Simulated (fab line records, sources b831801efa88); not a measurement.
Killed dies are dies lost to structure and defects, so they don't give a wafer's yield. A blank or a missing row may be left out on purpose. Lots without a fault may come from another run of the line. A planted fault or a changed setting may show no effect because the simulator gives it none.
Tool commonality check | flow sky130 | 12 lots, 39 wafers sampled

WHY IT WAS OPENED
At SKY_SD_P_CD_MEAS_07 the reading cd_nm is flagged on 1 of 12 lots. Wafers without a fault read 381.0 nm, standard deviation 2.1.
Rule: a lot is flagged when every wafer of it that has a number lies more than 4 standard deviations from that mean, or none has a number. The other lots count as sound.

lot  | measured     | on        | cd_nm (nm), wafer by wafer          | flag
L366 | day 26 08:25 | cd_sem-02 | 381.7 382.3 380.8                   |
L368 | day 27 05:08 | cd_sem-01 | 384.0 380.6 383.1                   |
L369 | day 27 06:21 | cd_sem-01 | 381.7 380.0 377.7                   |
L371 | day 27 14:41 | cd_sem-02 | 381.7 379.7 382.6                   |
L377 | day 29 12:59 | cd_sem-01 | 406.1 407.5 405.3 406.1 407.7 404.9 | FLAGGED
L383 | day 31 06:35 | cd_sem-01 | 382.5 385.6 383.1                   |
L382 | day 31 08:29 | cd_sem-02 | 378.2 376.7 378.7                   |
L384 | day 31 14:02 | cd_sem-01 | 379.6 380.0 381.6                   |
L385 | day 32 02:43 | cd_sem-01 | 376.4 376.1 377.3                   |
L387 | day 32 20:30 | cd_sem-02 | 379.5 379.5 380.1                   |
L388 | day 33 01:59 | cd_sem-01 | 382.0 382.0 379.7                   |
L389 | day 33 05:11 | cd_sem-02 | 381.1 380.3 383.4                   |
The numbers of the flagged lots are 406.3 nm on average: +25.3 nm against the usual, or +12 standard deviations.

WHICH TOOL RAN EACH LOT
The record holds 2 process steps before the reading, out of a route of 708 steps. In each cell: the tool, then ch and the chambers that the sampled wafers went through, then the start.
lot  | flag    | SKY_SPACER_ETCHBACK_02             | SKY_SD_P_EXPOSE_04
L366 |         | rie_diel-02 ch 0,2,3, day 23 21:13 | iline_stepper-01 ch 0, day 25 17:49
L368 |         | rie_diel-04 ch 1,2,3, day 24 18:19 | iline_stepper-02 ch 0, day 26 14:41
L369 |         | rie_diel-04 ch 1,2,3, day 24 20:06 | iline_stepper-01 ch 0, day 26 16:16
L371 |         | rie_diel-02 ch 0,2,3, day 25 04:10 | iline_stepper-01 ch 0, day 27 00:12
L377 | FLAGGED | rie_diel-04 ch 0,1,2, day 27 04:28 | iline_stepper-01 ch 0, day 28 23:16
L383 |         | rie_diel-04 ch 2,3, day 28 23:34   | iline_stepper-02 ch 0, day 30 17:34
L382 |         | rie_diel-02 ch 2,3, day 29 00:46   | iline_stepper-02 ch 0, day 30 19:20
L384 |         | rie_diel-04 ch 1,2,3, day 29 07:05 | iline_stepper-02 ch 0, day 31 00:32
L385 |         | rie_diel-02 ch 0,3, day 29 19:58   | iline_stepper-02 ch 0, day 31 13:36
L387 |         | rie_diel-02 ch 0,1,2, day 30 14:01 | iline_stepper-01 ch 0, day 32 07:05
L388 |         | rie_diel-02 ch 2,3, day 30 19:25   | iline_stepper-02 ch 0, day 32 12:58
L389 |         | rie_diel-02 ch 1,2, day 30 22:13   | iline_stepper-02 ch 0, day 32 16:06
What these steps do:
- SKY_SPACER_ETCHBACK_02: etches Si3N4 in CH3F/O2, stops on SiO2, time 46.7 s, target depth 45 nm.
- SKY_SD_P_EXPOSE_04: exposes mask PSDM, target cd 380 nm.
- SKY_SD_P_CD_MEAS_07: target cd 380 nm.

FLAGGED OVER TOTAL, TOOL BY TOOL (the gauges that took the reading come last)
step                   | tool             | lots run | flagged | share of the flagged lots | sound lots run after its first flagged lot
SKY_SPACER_ETCHBACK_02 | rie_diel-02      | 7        | 0       | none                      | -
SKY_SPACER_ETCHBACK_02 | rie_diel-04      | 5        | 1       | all                       | 2 (L383,L384)
SKY_SD_P_EXPOSE_04     | iline_stepper-01 | 5        | 1       | all                       | 1 (L387)
SKY_SD_P_EXPOSE_04     | iline_stepper-02 | 7        | 0       | none                      | -
SKY_SD_P_CD_MEAS_07    | cd_sem-01        | 7        | 1       | all                       | 4 (L383,L384,L385,L388)
SKY_SD_P_CD_MEAS_07    | cd_sem-02        | 5        | 0       | none                      | -

WHAT THE TABLE ALLOWS
3 rows of the table ran every flagged lot: rie_diel-04 at SKY_SPACER_ETCHBACK_02, iline_stepper-01 at SKY_SD_P_EXPOSE_04, cd_sem-01 at SKY_SD_P_CD_MEAS_07.
- rie_diel-04 at SKY_SPACER_ETCHBACK_02: 1 of its 5 lots flagged. Sound lots ran on it after the first flagged one (L383, L384), which a lasting fault on the whole tool wouldn't allow.
- iline_stepper-01 at SKY_SD_P_EXPOSE_04: 1 of its 5 lots flagged. Sound lots ran on it after the first flagged one (L387), which a lasting fault on the whole tool wouldn't allow.
- cd_sem-01 at SKY_SD_P_CD_MEAS_07: 1 of its 7 lots flagged. Sound lots ran on it after the first flagged one (L383, L384, L385, L388), which a lasting fault on the whole tool wouldn't allow.
No row of the table ran every flagged lot and no sound lot after the first.

WHAT THE SIMULATOR HAD PUT IN
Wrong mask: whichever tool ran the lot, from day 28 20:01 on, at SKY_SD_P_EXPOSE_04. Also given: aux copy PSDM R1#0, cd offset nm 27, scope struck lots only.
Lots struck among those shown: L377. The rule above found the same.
